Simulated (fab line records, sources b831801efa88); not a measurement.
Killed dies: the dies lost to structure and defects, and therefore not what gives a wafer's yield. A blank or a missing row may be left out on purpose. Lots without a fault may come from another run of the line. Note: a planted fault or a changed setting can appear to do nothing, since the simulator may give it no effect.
The tool behind it: which one?    flow sky130    13 lots, 39 wafers sampled, at 4 steps of a route of 708

== WHAT THE GAUGES READ, wafer by wafer ==
SKY_METAL4_OVL_MEAS_14.
lot   measured      on          METAL4_OVL (nm)
L258  day 42 22:46  overlay-01  0 0 5
L259  day 43 00:31  overlay-02  9 4 5
L261  day 43 14:43  overlay-01  1 -4 -2
L262  day 43 13:40  overlay-01  -3 -4 2
L268  day 45 05:23  overlay-01  4 -8 1
L270  day 45 18:22  overlay-02  -2 3 -2
L271  day 46 11:44  overlay-02  4 10 11
L272  day 46 15:34  overlay-02  6 5 3
L273  day 46 20:20  overlay-01  -9 -10 -9
L275  day 47 13:59  overlay-01  2 -3 -4
L276  day 48 01:28  overlay-02  1 0 5
L278  day 48 07:37  overlay-02  8 5 13
L281  day 48 17:10  overlay-01  4 6 1

== TOOL THAT RAN EACH LOT (tool first, then ch and the chambers of the sampled wafers, then the start) ==
lot   SKY_CONTACT_ETCH_18                 SKY_METAL4_SPUTTER_02         SKY_CAP2M_METAL_ETCH_13
L258  rie-diel-03 ch 0,1, day 32 17:00    pvd-sputter-01, day 40 21:23  rie-metal-03 ch 0,1, day 41 21:59
L259  rie-diel-01 ch 0,3, day 32 21:00    pvd-sputter-03, day 41 00:37  rie-metal-03 ch 0,1, day 42 00:21
L261  rie-diel-01 ch 0,3, day 33 09:00    pvd-sputter-03, day 41 13:46  rie-metal-04 ch 0,1, day 42 14:05
L262  rie-diel-02 ch 1,2,3, day 33 10:00  pvd-sputter-01, day 41 12:52  rie-metal-03 ch 0,1, day 42 13:09
L268  rie-diel-03 ch 0,1,2, day 35 11:00  pvd-sputter-01, day 43 06:31  rie-metal-04 ch 1, day 44 05:37
L270  rie-diel-02 ch 1,2,3, day 36 00:00  pvd-sputter-03, day 43 19:50  rie-metal-04 ch 0,1, day 44 18:59
L271  rie-diel-03 ch 0,2, day 36 20:00    pvd-sputter-03, day 44 13:48  rie-metal-02 ch 0,1, day 45 12:48
L272  rie-diel-02 ch 0,1, day 36 23:00    pvd-sputter-04, day 44 17:34  rie-metal-04 ch 0, day 45 16:34
L273  rie-diel-01 ch 0,1,2, day 37 07:00  pvd-sputter-04, day 44 22:38  rie-metal-02 ch 0,1, day 45 21:29
L275  rie-diel-02 ch 0,1,3, day 38 01:00  pvd-sputter-04, day 45 17:37  rie-metal-04 ch 0,1, day 46 16:05
L276  rie-diel-01 ch 0,1,3, day 38 21:00  pvd-sputter-04, day 46 06:45  rie-metal-02 ch 0,1, day 47 03:42
L278  rie-diel-01 ch 0,2,3, day 39 03:00  pvd-sputter-01, day 46 12:50  rie-metal-03 ch 0,1, day 47 10:11
L281  rie-diel-03 ch 0,1,3, day 39 15:00  pvd-sputter-03, day 46 23:22  rie-metal-02 ch 0,1, day 47 20:10
- SKY_CONTACT_ETCH_18: etches Si3N4 in CHF3/O2, stops on TiN, time 39 s, target depth 75 nm.
- SKY_METAL4_SPUTTER_02: material AlCu, target thk 735 nm, time 39.1 s.
- SKY_CAP2M_METAL_ETCH_13: etches TiN in Cl2/BCl3, stops on SiO2, target depth 220 nm, time 62.9 s.

== AS READ BY THE TOOLS THEMSELVES (means over the sampled wafers that have a number; for cases with no such wafer, the mark the record gives instead) ==
SKY_CONTACT_ETCH_18.
lot   tool         drypump-motor-current-A (A)  oes-product-au (a.u.)  rf-fwd-power-W (W)  throttle-valve-pct (%)
L258  rie-diel-03  5.6                          0.870                  592.0               8.791
L259  rie-diel-01  5.7                          0.862                  593.3               8.798
L261  rie-diel-01  5.9                          0.858                  593.7               8.789
L262  rie-diel-02  5.4                          0.848                  593.9               8.805
L268  rie-diel-03  5.9                          0.843                  498.4               8.795
L270  rie-diel-02  5.4                          0.864                  592.8               8.802
L271  rie-diel-03  5.9                          0.852                  495.7               8.791
L272  rie-diel-02  5.4                          0.858                  593.6               8.795
L273  rie-diel-01  5.8                          0.851                  591.3               8.789
L275  rie-diel-02  5.5                          0.855                  594.1               8.797
L276  rie-diel-01  5.6                          0.865                  592.0               8.797
L278  rie-diel-01  6.0                          0.855                  592.4               8.789
L281  rie-diel-03  5.7                          0.854                  594.4               8.787

SKY_METAL4_SPUTTER_02.
lot   tool            throttle-valve-pct (%)
L258  pvd-sputter-01  30.1
L259  pvd-sputter-03  29.0
L261  pvd-sputter-03  29.7
L262  pvd-sputter-01  30.0
L268  pvd-sputter-01  30.0
L270  pvd-sputter-03  29.4
L271  pvd-sputter-03  30.0
L272  pvd-sputter-04  29.7
L273  pvd-sputter-04  29.9
L275  pvd-sputter-04  29.9
L276  pvd-sputter-04  29.4
L278  pvd-sputter-01  29.4
L281  pvd-sputter-03  29.5

SKY_CAP2M_METAL_ETCH_13.
lot   tool          drypump-motor-current-A (A)  oes-product-au (a.u.)  rf-fwd-power-W (W)  throttle-valve-pct (%)
L258  rie-metal-03  5.1                          0.932                  894                 21.907
L259  rie-metal-03  5.1                          0.950                  895                 21.902
L261  rie-metal-04  6.4                          0.941                  893                 21.902
L262  rie-metal-03  5.1                          0.949                  893                 21.898
L268  rie-metal-04  6.8                          0.948                  888                 21.895
L270  rie-metal-04  6.4                          0.935                  892                 21.909
L271  rie-metal-02  6.0                          0.945                  894                 21.908
L272  rie-metal-04  6.1                          0.933                  892                 21.898
L273  rie-metal-02  6.0                          0.947                  890                 21.905
L275  rie-metal-04  6.6                          0.940                  889                 21.910
L276  rie-metal-02  5.9                          0.945                  893                 21.889
L278  rie-metal-03  5.2                          0.936                  890                 21.909
L281  rie-metal-02  5.9                          0.942                  894                 21.892

== THE ANSWER, worked out from the rows above alone ==
Rule: the lots themselves supply what counts as usual. Put in order of their means at a reading, lots are off if they are a third of the lots or fewer, leave a main group of 4 or more, and stand apart from it by a gap of 3 or more times the standard deviation of the main group's means; of several such gaps the widest counts. The tables above print the reading to a certain number of digits; a main group whose means all agree to those digits is not used. A lot without any number at a reading at which 4 lots or more have one is off too. All remaining lots with rows at the step are treated as sound. First the gauges in route order, then the tools' own readings, where a lot's mean is used as printed above. The first step at which some lot is off is used, and at that step the reading that is off furthest; a lot without a number counts as furthest.
Off: L268, L271, at SKY_CONTACT_ETCH_18 (rf-fwd-power-W). Mean 593.0 W and standard deviation 0.96 in the main group.
If a tool, at that step or one of the process steps before it, ran each lot that is off and ran no sound lot following the first of them, it fits. No candidate that was tried fits.

== WHAT THE SIMULATOR PUT IN ==
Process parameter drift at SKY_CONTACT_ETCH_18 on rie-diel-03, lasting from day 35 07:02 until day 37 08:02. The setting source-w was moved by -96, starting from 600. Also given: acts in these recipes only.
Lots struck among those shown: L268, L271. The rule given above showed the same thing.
